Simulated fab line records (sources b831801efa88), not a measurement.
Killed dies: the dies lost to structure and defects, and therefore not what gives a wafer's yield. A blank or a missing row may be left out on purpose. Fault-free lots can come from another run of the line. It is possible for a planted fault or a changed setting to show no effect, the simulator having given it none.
Struck lot and sound lot, side by side || flow sfq-line || 14 out of 325 route steps
Sound: these wafers, L685.2, L685.4, L685.5. Struck: wafer L695.5 (L695.1, L695.6, from the same lot, were not struck and are left out); the cause is given at the end.
Each step with rows lists, per side, the tool, then ch with its chambers, then its first start. Under that, the readings that differ: sound wafers || struck wafers || difference of the means || sigmas: that difference in standard deviations of wafers without a fault.
alike: words and numbers the same on both sides, and readings whose means are apart by under 2 such deviations; not compared: readings that were withheld, readings missing a value for some wafer, numbers with overlapping values and no deviation given by the record, and bounds like >300 which may hide the same value.
Wherever a step has rows on one side only, a row that says differs or no value, or a row with sigmas, the two part there. When numbers do not overlap yet have no deviation, they are printed without sigmas and do not part them. A reading that every wafer of one side lacks parts them only if that side has two wafers or more.

first, 6 steps without rows for these wafers: SFQ_TRILAYER_M0_LITHO_COAT_026 (resist thk 62 nm); SFQ_TRILAYER_M0_LITHO_COAT_021 (resist thk 600 nm); SFQ_TRILAYER_M0_LITHO_SOFTBAKE_025; SFQ_TRILAYER_M0_LITHO_EXPOSE_022 (exposes mask M0, target cd 500 nm); SFQ_TRILAYER_M0_LITHO_PEB_024 (peb time 60 s); SFQ_TRILAYER_M0_LITHO_DEVELOP_023 (time 60 s).
SFQ_M0_OVL_MEAS_906:
  sound on overlay-02 at day 9 19:32; struck on overlay-02 at day 12 14:50
  alike: M0_OVL
SFQ_TRILAYER_M0_BARC_OPEN_METAL_ETCH_031: etches BARC in O2, target depth 125 nm, time 41.7 s.
  sound on rie-metal-04 ch 0,1, day 9 19:34; struck on rie-metal-03 ch 1, day 12 14:52
  alike: chamber-pressure-mTorr, drypump-motor-current-A, oes-product-au
  not compared: rf-hours-counter-h
SFQ_TRILAYER_M0_ETCH_METAL_ETCH_024: etches Nb in Cl2/Ar, stops on SiO2, target depth 240 nm, time 120 s.
  sound on rie-metal-04 ch 0,1, day 9 19:37; struck on rie-metal-03 ch 1, day 12 14:55
  alike: chamber-pressure-mTorr, drypump-motor-current-A, oes-product-au
  not compared: rf-hours-counter-h
SFQ_TRILAYER_M0_STRIP_STRIP_025: strips in O2.
  sound on rie-metal-04 ch 0,1, day 9 19:45; struck on rie-metal-03 ch 1, day 12 15:03
  alike: chamber-pressure-mTorr, drypump-motor-current-A, oes-product-au
  not compared: rf-hours-counter-h
then, 1 step without rows for these wafers: SFQ_TRILAYER_M0_STRIP_SOLV_CLEAN_026 (cleans in NMP, time 600 s).
SFQ_TRILAYER_I0_DEP_PECVD_027: deposits SiO2 from SiH4/N2O, time 111.11 s, target thk 500 nm.
  sound on pecvd-04 ch 1,2, day 9 20:31; struck on pecvd-03 ch 0, day 12 15:49
  alike: heater-power-w, throttle-valve-pct
SFQ_TRILAYER_I0_CMP_CMP_028: polishes SiO2.
  sound on cmp-02 ch 0,1,2, day 10 01:50; struck on cmp-01 ch 1, day 12 20:41
{"reading": "time-to-endpoint-s (s)", "sound": "215 224 214", "struck": 122, "difference": -96, "sigmas": -14}
  alike: motor-current-A, retaining-ring-pressure-frac
SFQ_I0_BOW_MEAS_907:
  sound on film-metro-02 at day 10 04:52; struck on film-metro-04 at day 12 21:41
  alike: I0_BOW

WHERE THEY PART
Only at SFQ_TRILAYER_I0_CMP_CMP_028, as far as this record shows. Later steps at which nothing parts them and some readings are alike: SFQ_I0_BOW_MEAS_907.

WHY: what had been put in by the simulator
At SFQ_TRILAYER_I0_CMP_CMP_028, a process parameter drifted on cmp-01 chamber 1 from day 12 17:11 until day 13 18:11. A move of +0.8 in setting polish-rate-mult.
